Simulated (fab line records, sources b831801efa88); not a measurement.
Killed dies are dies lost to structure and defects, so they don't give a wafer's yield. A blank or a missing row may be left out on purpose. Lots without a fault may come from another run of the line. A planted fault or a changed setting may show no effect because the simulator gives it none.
Which tool did it? | flow sky130 | 10 lots, 30 wafers sampled, at 7 steps of a route of 708

WHAT THE GAUGES READ, wafer by wafer
SKY_VT_ADJUST_HVTP_CD_MEAS_07: target cd 380 nm. Usual: cd_nm 379.2 nm, standard deviation 2.6.
lot  | measured     | on        | cd_nm (nm)        | flag
L971 | day 6 06:58  | cd_sem-02 | 383.4 381.2 379.6 |
L975 | day 7 10:28  | cd_sem-02 | 378.3 377.6 377.1 |
L985 | day 10 01:38 | cd_sem-01 | - - -             | OFF
L986 | day 10 05:18 | cd_sem-02 | - - -             | OFF
L987 | day 10 11:08 | cd_sem-01 | - - -             | OFF
L988 | day 10 17:11 | cd_sem-01 | 380.8 382.2 384.1 |
L990 | day 11 05:47 | cd_sem-01 | 378.0 378.2 379.1 |
L991 | day 11 10:47 | cd_sem-02 | 375.9 375.2 375.0 |
L992 | day 12 01:05 | cd_sem-01 | 376.8 375.9 378.8 |
L993 | day 12 05:53 | cd_sem-02 | 379.4 379.0 380.6 |

SKY_VT_ADJUST_LVTN_TW_MEAS_10. Usual: VT_ADJUST_LVTN_TW 242.8, standard deviation 2.5.
lot  | measured     | on            | VT_ADJUST_LVTN_TW    | flag
L971 | day 7 02:14  | film_metro-01 | 244.8 245.9 244.0    |
L975 | day 8 06:56  | film_metro-04 | 243.1 244.6 243.6    |
L985 | day 11 00:55 | film_metro-01 | 1381.3 1387.9 1383.4 | OFF
L986 | day 11 05:16 | film_metro-04 | 1361.7 1370.5 1371.8 | OFF
L987 | day 11 11:29 | film_metro-03 | 1357.9 1347.4 1344.9 | OFF
L988 | day 11 17:47 | film_metro-03 | 238.5 241.2 240.8    |
L990 | day 12 05:31 | film_metro-01 | 246.3 245.8 246.7    |
L991 | day 12 10:41 | film_metro-03 | 241.2 241.0 241.5    |
L992 | day 13 01:31 | film_metro-01 | 245.7 247.5 246.7    |
L993 | day 13 06:43 | film_metro-03 | 240.5 240.4 242.3    |

SKY_VT_ADJUST_LVTN_TW_MEAS_21. Usual: VT_ADJUST_LVTN_2_TW 189.2, standard deviation 1.6.
lot  | measured     | on            | VT_ADJUST_LVTN_2_TW  | flag
L971 | day 7 22:04  | film_metro-04 | 188.0 188.4 188.1    |
L975 | day 9 03:59  | film_metro-03 | 188.2 188.0 187.1    |
L985 | day 12 00:25 | film_metro-01 | 1384.6 1386.3 1376.8 | OFF
L986 | day 12 04:52 | film_metro-04 | 1362.7 1351.1 1362.8 | OFF
L987 | day 12 11:19 | film_metro-03 | 1343.7 1355.5 1349.3 | OFF
L988 | day 12 16:53 | film_metro-04 | 188.9 189.2 188.8    |
L990 | day 13 05:43 | film_metro-04 | 188.5 190.2 189.4    |
L991 | day 13 11:33 | film_metro-03 | 188.0 187.8 187.6    |
L992 | day 14 02:10 | film_metro-03 | 186.7 188.1 188.4    |
L993 | day 14 07:13 | film_metro-04 | 188.7 188.9 189.2    |

WHICH TOOL RAN EACH LOT (tool, then ch and the chambers of the sampled wafers, then the start)
lot  | SKY_NWELL_STRIP_25                   | SKY_NWELL_RTA_28                 | SKY_VT_ADJUST_HVTP_COAT_02        | SKY_VT_ADJUST_LVTN_STRIP_09
L971 | plasma_asher-03 ch 0,1, day 5 13:01  | rtp_anneal-02 ch 0, day 5 13:14  | litho_track-03 ch 0, day 5 21:42  | plasma_asher-02 ch 0,1, day 7 02:07
L975 | plasma_asher-03 ch 0,1, day 6 14:17  | rtp_anneal-02 ch 0, day 6 14:31  | litho_track-01 ch 0, day 7 00:28  | plasma_asher-02 ch 0,1, day 8 06:50
L985 | plasma_asher-03 ch 0,1, day 9 03:22  | rtp_anneal-02 ch 0, day 9 03:35  | litho_track-01, day 9 14:34       | plasma_asher-02 ch 0,1, day 11 00:49
L986 | plasma_asher-02 ch 0,1, day 9 07:04  | rtp_anneal-01 ch 0, day 9 07:17  | litho_track-01, day 9 18:38       | plasma_asher-02 ch 0,1, day 11 05:10
L987 | plasma_asher-01 ch 0,1, day 9 13:10  | rtp_anneal-02 ch 0, day 9 13:23  | litho_track-03, day 10 00:09      | plasma_asher-04 ch 0,1, day 11 11:22
L988 | plasma_asher-01 ch 0,1, day 9 18:42  | rtp_anneal-01 ch 0, day 9 18:56  | litho_track-03 ch 0, day 10 05:24 | plasma_asher-02 ch 0,1, day 11 17:41
L990 | plasma_asher-03 ch 0,1, day 10 05:58 | rtp_anneal-02 ch 0, day 10 06:12 | litho_track-02 ch 0, day 10 17:45 | plasma_asher-04 ch 1, day 12 05:25
L991 | plasma_asher-01 ch 0,1, day 10 10:51 | rtp_anneal-01 ch 0, day 10 11:05 | litho_track-01 ch 0, day 10 22:56 | plasma_asher-03 ch 0,1, day 12 10:35
L992 | plasma_asher-03 ch 1, day 11 01:10   | rtp_anneal-01 ch 0, day 11 01:23 | litho_track-03 ch 0, day 11 13:06 | plasma_asher-02 ch 0,1, day 13 01:25
L993 | plasma_asher-02 ch 0, day 11 06:19   | rtp_anneal-02 ch 0, day 11 06:32 | litho_track-02 ch 0, day 11 18:33 | plasma_asher-03 ch 1, day 13 06:37
- SKY_NWELL_STRIP_25: strips in O2/N2.
- SKY_NWELL_RTA_28: time 30 s.
- SKY_VT_ADJUST_HVTP_COAT_02: resist thk 1140 nm.
- SKY_VT_ADJUST_LVTN_STRIP_09: strips in O2/N2.

WHAT THE TOOLS THEMSELVES READ (means of the sampled wafers that have a number; where no wafer has one, the mark that the record gives instead)
SKY_NWELL_STRIP_25. Usual: drypump_motor_current_A 5.7 A, standard deviation 0.35; oes_product_au 0.722 a.u., standard deviation 0.0047; strip_time_to_endpoint_s 37.00 s, standard deviation 0.075.
lot  | tool            | drypump_motor_current_A (A) | oes_product_au (a.u.) | strip_time_to_endpoint_s (s) | flag
L971 | plasma_asher-03 | 5.2                         | 0.721                 | 36.98                        |
L975 | plasma_asher-03 | 5.5                         | 0.719                 | 36.93                        |
L985 | plasma_asher-03 | 5.5                         | 0.722                 | 36.96                        |
L986 | plasma_asher-02 | 5.8                         | 0.721                 | 36.91                        |
L987 | plasma_asher-01 | 5.8                         | 0.724                 | 36.99                        |
L988 | plasma_asher-01 | 5.9                         | 0.721                 | 37.11                        |
L990 | plasma_asher-03 | 5.5                         | 0.720                 | 36.97                        |
L991 | plasma_asher-01 | 5.9                         | 0.724                 | 37.00                        |
L992 | plasma_asher-03 | 5.8                         | 0.721                 | 36.93                        |
L993 | plasma_asher-02 | 5.7                         | 0.718                 | 37.05                        |

SKY_NWELL_RTA_28. Usual: lamp_power_pct 25.30 %, standard deviation 0.054; wafer_temp_C_max 1054.8, standard deviation 0.92.
lot  | tool          | lamp_power_pct (%) | wafer_temp_C_max | flag
L971 | rtp_anneal-02 | 25.29              | 1054.7           |
L975 | rtp_anneal-02 | 25.31              | 1055.2           |
L985 | rtp_anneal-02 | 25.29              | 1055.3           |
L986 | rtp_anneal-01 | 25.30              | 1054.9           |
L987 | rtp_anneal-02 | 25.30              | 1054.3           |
L988 | rtp_anneal-01 | 25.29              | 1055.2           |
L990 | rtp_anneal-02 | 25.33              | 1054.9           |
L991 | rtp_anneal-01 | 25.31              | 1055.6           |
L992 | rtp_anneal-01 | 25.29              | 1054.3           |
L993 | rtp_anneal-02 | 25.34              | 1054.4           |

SKY_VT_ADJUST_HVTP_COAT_02. Usual: chill_plate_temp_C 22.99 C, standard deviation 0.11; dispense_pressure_kPa 52.6 kPa, standard deviation 2.9; exhaust_pa 44.9 Pa, standard deviation 0.82; spin_speed_rpm 3000.2 rpm, standard deviation 1.8.
lot  | tool           | chill_plate_temp_C (C) | dispense_pressure_kPa (kPa) | exhaust_pa (Pa) | spin_speed_rpm (rpm) | flag
L971 | litho_track-03 | 23.01                  | 54.2                        | 45.5            | 3002.5               |
L975 | litho_track-01 | 22.97                  | 48.5                        | 44.9            | 3000.6               |
L985 | litho_track-01 | -                      | -                           | -               | -                    | OFF
L986 | litho_track-01 | -                      | -                           | -               | -                    | OFF
L987 | litho_track-03 | -                      | -                           | -               | -                    | OFF
L988 | litho_track-03 | 22.92                  | 54.2                        | 43.7            | 3000.5               |
L990 | litho_track-02 | 22.91                  | 55.0                        | 45.2            | 3000.5               |
L991 | litho_track-01 | 23.03                  | 48.6                        | 44.7            | 2999.6               |
L992 | litho_track-03 | 22.90                  | 54.2                        | 45.8            | 2999.7               |
L993 | litho_track-02 | 22.94                  | 55.0                        | 45.5            | 3000.9               |

SKY_VT_ADJUST_LVTN_STRIP_09. Usual: drypump_motor_current_A 5.7 A, standard deviation 0.33; oes_product_au 0.722 a.u., standard deviation 0.0045; strip_time_to_endpoint_s 36.93 s, standard deviation 0.091.
lot  | tool            | drypump_motor_current_A (A) | oes_product_au (a.u.) | strip_time_to_endpoint_s (s) | flag
L971 | plasma_asher-02 | 5.7                         | 0.721                 | 36.86                        |
L975 | plasma_asher-02 | 5.8                         | 0.720                 | 36.81                        |
L985 | plasma_asher-02 | 5.7                         | 0.719                 | 36.81                        |
L986 | plasma_asher-02 | 5.8                         | 0.724                 | 37.02                        |
L987 | plasma_asher-04 | 5.9                         | 0.720                 | 37.01                        |
L988 | plasma_asher-02 | 5.8                         | 0.729                 | 36.89                        |
L990 | plasma_asher-04 | 6.0                         | 0.721                 | 36.90                        |
L991 | plasma_asher-03 | 5.5                         | 0.723                 | 36.98                        |
L992 | plasma_asher-02 | 5.7                         | 0.721                 | 36.95                        |
L993 | plasma_asher-03 | 5.8                         | 0.724                 | 36.84                        |

THE ANSWER, worked out from the rows above alone
Rule: a lot is off if the mean of its wafers that have a number lies more than 3 standard deviations from the usual mean. A lot without any number at a reading at which 4 lots or more have one is off too. The other lots that the step has rows for count as sound. The gauges are gone through in route order, then the tools' own readings, and for those a lot's mean is taken as printed above. The first step at which some lot is off is used, and at that step the reading that is off furthest; a lot without a number counts as furthest.
Off: L985, L986, L987, at SKY_VT_ADJUST_HVTP_CD_MEAS_07 (cd_nm). Without a number there: L985, L986, L987.
A tool fits if, at a process step before that reading, it ran every lot that is off, and no sound lot after the first of them. The gauges at SKY_VT_ADJUST_HVTP_CD_MEAS_07 aren't tried: what is off there is off at SKY_VT_ADJUST_LVTN_TW_MEAS_10 too, on other tools, and a gauge's error can't cause that. None of those tried fits.

WHAT THE SIMULATOR HAD PUT IN
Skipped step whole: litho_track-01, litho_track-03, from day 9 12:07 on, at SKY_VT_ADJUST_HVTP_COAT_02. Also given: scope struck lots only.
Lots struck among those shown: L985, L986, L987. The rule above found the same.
